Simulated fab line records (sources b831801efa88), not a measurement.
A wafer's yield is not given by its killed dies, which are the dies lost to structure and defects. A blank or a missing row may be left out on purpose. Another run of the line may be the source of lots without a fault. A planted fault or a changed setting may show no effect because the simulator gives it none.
Which tool did it? + flow gf180mcu + 13 lots with 39 wafers sampled at 4 steps, on a route of 602 steps

WHAT EACH GAUGE READ, for each wafer
GF_NWELL_OVL_MEAS_07. Usual: NWELL_OVL typically reads 0.0 nm, with standard deviation 1.8.
| lot  | measured    | on         | NWELL_OVL (nm) | flag |
|------|-------------|------------|----------------|------|
| L912 | day 3 06:55 | overlay-01 | -2.5 -2.5 -0.9 |      |
| L913 | day 3 13:18 | overlay-02 | 0.1 -1.3 0.1   |      |
| L915 | day 3 23:23 | overlay-01 | 0.8 -0.8 1.0   |      |
| L922 | day 5 14:55 | overlay-02 | - 1.3 0.4      |      |
| L923 | day 5 18:47 | overlay-02 | -1.9 - -1.4    |      |
| L927 | day 6 18:46 | overlay-01 | 0.7 -0.1 1.8   |      |
| L928 | day 6 23:19 | overlay-02 | -1.8 -0.1 0.5  |      |
| L929 | day 7 06:49 | overlay-01 | -1.3 -1.2 -0.1 |      |
| L930 | day 7 12:32 | overlay-01 | 4.5 3.6 3.0    |      |
| L932 | day 7 21:25 | overlay-01 | -0.6 0.0 -1.5  |      |
| L933 | day 8 03:43 | overlay-02 | -0.5 0.0 -0.4  |      |
| L934 | day 8 07:19 | overlay-02 | 1.2 -3.5 -3.4  |      |
| L935 | day 8 12:05 | overlay-02 | 0.3 0.7 -0.5   |      |

GF_HV_LDD_TW_MEAS_11. Usual: HV_LDD_TW typically reads 2409, with standard deviation 19.
| lot  | measured     | on            | HV_LDD_TW      | flag |
|------|--------------|---------------|----------------|------|
| L912 | day 10 02:57 | film_metro-03 | 2417 2422 2412 |      |
| L913 | day 10 10:02 | film_metro-03 | 2409 2415 2417 |      |
| L915 | day 10 22:43 | film_metro-03 | 2418 2420 2418 |      |
| L922 | day 13 02:41 | film_metro-04 | 2379 2403 2387 |      |
| L923 | day 13 07:43 | film_metro-01 | 2417 2421 2412 |      |
| L927 | day 15 04:14 | film_metro-03 | 2441 2419 2428 |      |
| L928 | day 15 04:34 | film_metro-03 | 2420 2414 2434 |      |
| L929 | day 15 20:13 | film_metro-04 | 2384 2384 2392 |      |
| L930 | day 15 20:26 | film_metro-03 | 2431 2440 2439 |      |
| L932 | day 16 12:17 | film_metro-01 | 2416 2412 2421 |      |
| L933 | day 16 22:21 | film_metro-03 | 2412 2418 2403 |      |
| L934 | day 16 22:29 | film_metro-01 | 2428 2420 2423 |      |
| L935 | day 17 14:04 | film_metro-03 | 2400 2404 2399 |      |

TOOL THAT RAN EACH LOT (tool first, then ch and the chambers of the sampled wafers, then the start)
| lot  | GF_STI_CMP_25                | GF_NWELL_DEVELOP_06              |
|------|------------------------------|----------------------------------|
| L912 | cmp-01 ch 0,2,3, day 2 03:37 | litho_track-04 ch 0, day 3 06:00 |
| L913 | cmp-01 ch 1,2, day 2 09:22   | litho_track-02 ch 0, day 3 13:00 |
| L915 | cmp-02 ch 1,2, day 2 19:22   | litho_track-02 ch 0, day 3 23:00 |
| L922 | cmp-01 ch 0,2,3, day 4 06:54 | litho_track-04 ch 0, day 5 14:00 |
| L923 | cmp-01 ch 0,1,2, day 4 12:20 | litho_track-04 ch 0, day 5 18:00 |
| L927 | cmp-01 ch 0,1,2, day 5 10:59 | litho_track-02 ch 0, day 6 18:00 |
| L928 | cmp-01 ch 0,1,2, day 5 14:42 | litho_track-01 ch 0, day 6 23:00 |
| L929 | cmp-02 ch 0,1, day 5 19:43   | litho_track-01 ch 0, day 7 06:00 |
| L930 | cmp-02 ch 1,3, day 6 03:07   | litho_track-02 ch 0, day 7 12:00 |
| L932 | cmp-02 ch 1,2, day 6 12:00   | litho_track-01 ch 0, day 7 21:00 |
| L933 | cmp-01 ch 1,2,3, day 6 17:10 | litho_track-01 ch 0, day 8 03:00 |
| L934 | cmp-01 ch 0,1,2, day 6 21:13 | litho_track-01 ch 0, day 8 07:00 |
| L935 | cmp-01 ch 0,2,3, day 7 01:56 | litho_track-04 ch 0, day 8 11:00 |
- GF_STI_CMP_25: polishes, stops on Si3N4, t overpolish 33 s, target thk 524.6 nm.
- GF_NWELL_DEVELOP_06: develop time 60 s.

AS READ BY THE TOOLS THEMSELVES (means over the sampled wafers that have a number; for cases with no such wafer, the mark the record gives instead)
GF_STI_CMP_25. Usual: motor_current_A 12.0 A, standard deviation 1.5; overpolish_run_s 33.000 s, standard deviation 0.0098; platen_rpm 60.00 rpm, standard deviation 0.043; time_to_endpoint_s 119 s, standard deviation 3.8.
| lot  | tool   | motor_current_A (A) | overpolish_run_s (s) | platen_rpm (rpm) | time_to_endpoint_s (s) | flag |
|------|--------|---------------------|----------------------|------------------|------------------------|------|
| L912 | cmp-01 | 10.8                | 32.992               | 59.98            | 117                    |      |
| L913 | cmp-01 | 11.9                | 33.010               | 60.01            | 122                    |      |
| L915 | cmp-02 | 11.9                | 33.005               | 59.98            | 123                    |      |
| L922 | cmp-01 | 11.0                | 33.009               | 60.00            | 118                    |      |
| L923 | cmp-01 | 11.6                | 32.999               | 60.02            | 121                    |      |
| L927 | cmp-01 | 11.3                | 33.007               | 60.02            | 115                    |      |
| L928 | cmp-01 | 11.7                | 32.996               | 60.01            | 116                    |      |
| L929 | cmp-02 | 11.6                | 33.008               | 60.01            | 123                    |      |
| L930 | cmp-02 | 13.2                | 33.005               | 60.01            | 122                    |      |
| L932 | cmp-02 | 12.0                | 33.000               | 59.98            | 122                    |      |
| L933 | cmp-01 | 11.4                | 33.007               | 59.99            | 119                    |      |
| L934 | cmp-01 | 11.8                | 33.005               | 60.01            | 118                    |      |
| L935 | cmp-01 | 10.8                | 32.999               | 59.96            | 119                    |      |

THE ANSWER, worked out from the rows above alone
Rule: a lot is off if the mean of its wafers that have a number lies more than 3 standard deviations from the usual mean. A lot without any number at a reading at which 4 lots or more have one is off too. Any other lot the step has rows for is counted as sound. After the gauges, taken in route order, come the tools' own readings; for these a lot's mean is taken, as printed above. The first step at which some lot is off is used, and at that step the reading that is off furthest; a lot without a number counts as furthest.
No lot is off on any of the readings shown, so nothing can be concluded from this.

WHAT THE SIMULATOR HAD INSERTED
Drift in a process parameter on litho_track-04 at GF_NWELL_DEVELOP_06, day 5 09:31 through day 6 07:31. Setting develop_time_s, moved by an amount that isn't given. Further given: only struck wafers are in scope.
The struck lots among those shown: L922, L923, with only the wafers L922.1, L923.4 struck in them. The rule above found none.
